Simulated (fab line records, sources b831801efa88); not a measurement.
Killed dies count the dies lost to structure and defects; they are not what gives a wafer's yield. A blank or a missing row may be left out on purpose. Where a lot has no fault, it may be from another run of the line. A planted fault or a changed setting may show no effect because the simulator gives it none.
Struck lot and sound lot, side by side + flow sky130 + 16 out of 708 route steps
Sound: these wafers, L223.1, L223.5, L223.6. Wafers struck: L238.4, L238.5, L238.6. Last of all comes the cause.
At each step with rows: each side's tool, then ch and its chambers, then its first start. Under that, the readings that differ: sound wafers + struck wafers + difference of the means + sigmas: that difference in standard deviations of wafers without a fault.
alike: same words and numbers on both sides, and readings whose means sit less than 2 such deviations apart. not compared: any withheld reading, any reading some wafer has no value for, any bound like >300 that may hide the same value, and any number with overlapping values for which the record gives no deviation.
The two part at a step that has a row with sigmas, a row that says differs or no value, or rows on one side only. Numbers that have no deviation but don't overlap get no sigmas and don't part them. A reading missing from all wafers of one side parts the sides only when that side holds two or more wafers.

first, 3 steps without rows for these wafers: SKY_SONOS_TUNNEL_EXPOSE_04 (exposes mask TUNM, target cd 410 nm); SKY_SONOS_TUNNEL_PEB_05; SKY_SONOS_TUNNEL_DEVELOP_06 (develop time 60 s).
SKY_SONOS_TUNNEL_CD_MEAS_07 targets a cd of 410 nm.
  sound on cd_sem-02 at day 11 16:13; struck on cd_sem-02 at day 16 17:35
  alike: cd_nm
SKY_SONOS_TUNNEL_OVL_MEAS_08:
  sound on overlay-02 at day 11 16:20; struck on overlay-01 at day 16 17:40
  alike: SONOS_TUNNEL_OVL
then, 3 steps without rows for these wafers: SKY_SONOS_TUNNEL_IMPLANT_09; SKY_SONOS_TUNNEL_WET_ETCH_10 (etches SiO2 in dHF, target depth 14 nm, time 280 s); SKY_SONOS_TUNNEL_STRIP_11 (strips in SPM, time 600 s).
SKY_SONOS_TUNNEL_TW_MEAS_12:
  sound on film_metro-03 at day 11 16:47; struck on film_metro-03 at day 16 18:07
  alike: SONOS_TUNNEL_TW
then, 2 steps without rows for these wafers: SKY_SONOS_TUNNEL_CLEAN_13 (cleans in dHF, time 20 s); SKY_SONOS_ONO_OXIDATION_00 (stabilise 600 s, purge 300 s, target thk 2.6 nm).
SKY_SONOS_ONO_THK_MEAS_01:
  sound on film_metro-03 at day 11 19:11; struck on film_metro-04 at day 16 19:36
| reading                      | sound          | struck         | difference | sigmas |
|------------------------------|----------------|----------------|------------|--------|
| SONOS_ONO_OXIDATION_THK (nm) | 2.68 2.61 2.68 | 2.46 2.45 2.55 | -0.17      | -3     |
SKY_SONOS_ONO_CVD_02: deposits Si3N4 from DCS/NH3, target thk 10.5 nm, time 180 s.
  sound on lpcvd-02 ch 0, day 11 19:41; struck on lpcvd-02 ch 1, day 16 19:38
| reading                                     | sound             | struck            | difference | sigmas |
|---------------------------------------------|-------------------|-------------------|------------|--------|
| spike_tc_centre_C (C)                       | 772.3 772.4 773.0 | 782.9 782.1 781.5 | +9.6       | +8     |
| zone_power_lower_pct (%)                    | 11.94 11.86 12.20 | 10.82 10.87 10.86 | -1.15      | -5     |
| zone_power_upper_pct (%)                    | 13.16 13.18 13.00 | 11.48 11.27 11.36 | -1.74      | -13    |
| model.Si3N4_of_SONOS_ONO_CVD_02.thk_nm (nm) | 10.46 10.32 10.26 | 11.2 11.24 11.55  | +1.0       |        |
SKY_SONOS_ONO_THK_MEAS_03:
  sound on film_metro-03 at day 11 20:44; struck on film_metro-01 at day 16 20:43
| reading                   | sound             | struck            | difference | sigmas |
|---------------------------|-------------------|-------------------|------------|--------|
| SONOS_ONO_CVD_02_THK (nm) | 10.45 10.31 10.28 | 11.24 11.25 11.54 | +1.00      | +7     |
then, 1 step without rows for these wafers: SKY_SONOS_ONO_CVD_04 (deposits SiO2 from SiH4/N2O, target thk 5.7199 nm).
-- record jumps: 33 days separate the struck wafers' starts on either side; left off in module SONOS_ONO, taken up again in module PAD_OPEN, whose first shown step is the route's number 708 --
SKY_PAD_OPEN_PROBE_99:
  sound on prober-02 at day 45 21:46; struck on prober-01 at day 49 16:52
| reading                                     | sound                | struck               | difference | sigmas |
|---------------------------------------------|----------------------|----------------------|------------|--------|
| model.etest.sonos_erased.drive_ua_um        | 208.3 225.5 179.1    | 133.9 170.3 145.5    | -54.4      |        |
| model.etest.cap_ono.gate_log10_a_cm2        | -8.153 -7.872 -7.933 | -8.465 -8.471 -8.701 | -0.560     |        |
| model.etest.cap_ono.tox_acc_nm (nm)         | 13.05 12.82 12.89    | 13.26 13.31 13.46    | +0.42      |        |
| model.etest.sonos_programmed.vt_v (V)       | 1.39 1.503 1.492     | 1.231 1.223 1.128    | -0.268     |        |
| model.etest.sonos_erased.vt_v (V)           | -2.225 -2.322 -2.245 | -2.089 -2.128 -2.018 | +0.186     |        |
| model.etest.sonos_baked.vt_v (V)            | 0.9394 0.9799 1.034  | 0.7919 0.7721 0.7189 | -0.2235    |        |
| model.etest.sonos_programmed.off_log10_a_um | -14.03 -14.1 -13.99  | -13.88 -13.94 -13.74 | +0.19      |        |
  alike: killed_at_M0_to_M3, killed_at_M4_up, killed_at_contacts, killed_at_front_end, killed_at_other, killed_dies, killed_open, killed_short
  not compared: model.etest.cap_ono.gate_bv_v

WHERE THEY PART
At SKY_SONOS_ONO_THK_MEAS_01 first; at SKY_SONOS_ONO_THK_MEAS_03 last (within this record only). Later steps at which nothing parts them and some readings are alike: SKY_PAD_OPEN_PROBE_99.

WHY: the cause the simulator had injected
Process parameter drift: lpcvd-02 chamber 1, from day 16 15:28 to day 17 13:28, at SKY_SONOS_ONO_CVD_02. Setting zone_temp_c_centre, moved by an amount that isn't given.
